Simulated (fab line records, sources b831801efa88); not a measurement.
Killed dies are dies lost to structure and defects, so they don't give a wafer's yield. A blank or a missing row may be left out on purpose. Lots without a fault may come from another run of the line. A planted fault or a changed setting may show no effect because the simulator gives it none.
One fault seen from 2 desks | flow gf180mcu | each desk has only its own numbers; what lay behind them comes last

THE TOOL OWNER'S DESK: pvd_sputter-02
The tool's own readings at GF_CONTACT_SPUTTER_23 (material TiN, target thk 10 nm, time 40 s): means of the sampled wafers that have a number, for each lot that ran on this tool. A lot is out of limits, marked OUT, if its mean lies more than 4 standard deviations from the usual mean; the brackets give that distance.
Columns: A = cathode_dc_power_W at GF_CONTACT_SPUTTER_23, usual 3999.9 W; B = throttle_valve_pct at GF_CONTACT_SPUTTER_23, usual 30.2 %
lot  | first seen here | A                        | B
L257 | day 16 17:40    | 4000.1                   | 30.3
L258 | day 17 03:36    | 3999.9                   | 30.9
L263 | day 19 01:39    | 3837.4 (-99 or more) OUT | 31.0
L264 | day 20 01:04    | 3837.8 (-99 or more) OUT | 31.3
L276 | day 23 14:07    | 3999.6                   | 30.2
L277 | day 23 20:55    | 4000.5                   | 30.1
L278 | day 24 08:12    | 4000.0                   | 30.6
This desk's finding: out of limits on L263, L264; first on L263, day 19 01:39 (cathode_dc_power_W at GF_CONTACT_SPUTTER_23). In limits: L257, L258, L276, L277, L278.

THE METROLOGY DESK
What the gauges read, lot by lot, whatever tool the lot ran on: means of the sampled wafers that have a number. A lot is out of limits, marked OUT, if its mean lies more than 4 standard deviations from the usual mean; the brackets give that distance.
Columns: A = M3_ALCU_RS at GF_M3_RS_MEAS_05, usual 0.0692 ohm/sq; B = cd_nm at GF_M3_CD_MEAS_14, usual 280.2 nm; C = V3_CVD_02_THK at GF_V3_THK_MEAS_03, usual 852 nm
lot  | first seen here | A      | B     | C
L255 | day 20 11:11    | 0.0686 | 280.3 | 859
L256 | day 20 14:41    | 0.0687 | 281.2 | 858
L257 | day 20 23:35    | 0.0701 | 280.3 | 841
L258 | day 21 08:17    | 0.0694 | 279.0 | 855
L262 | day 23 00:50    | 0.0693 | 279.9 | 839
L263 | day 23 08:11    | 0.0680 | 280.4 | 848
L264 | day 24 04:38    | 0.0693 | 280.1 | 857
L270 | day 25 21:04    | 0.0681 | 277.6 | 855
L271 | day 26 08:19    | 0.0700 | 278.0 | 856
L272 | day 26 09:16    | 0.0690 | 280.4 | 861
L275 | day 27 02:39    | 0.0705 | 280.1 | 851
L276 | day 27 11:02    | 0.0692 | 281.4 | 837
L277 | day 27 15:37    | 0.0692 | 282.5 | 847
L278 | day 28 02:55    | 0.0692 | 280.7 | 851
This desk's finding: nothing out of limits on any of the 14 lots.

PUT TOGETHER
The tool owner's desk could have raised an alarm at day 19 01:39, on L263, L264.
The metrology desk saw nothing out of limits.
The metrology desk has L263, L264 on record, within its limits.
Of the lots named, all ran GF_CONTACT_SPUTTER_23 on pvd_sputter-02.

WHAT THE SIMULATOR HAD PUT IN
Process parameter drift: pvd_sputter-02, from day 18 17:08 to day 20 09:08, at GF_CONTACT_SPUTTER_23. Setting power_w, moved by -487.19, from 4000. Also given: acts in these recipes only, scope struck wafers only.
Lots struck among those shown: L263, L264.
Hours from the fault's start to each desk's first reading out of limits: the tool owner's desk, 9.
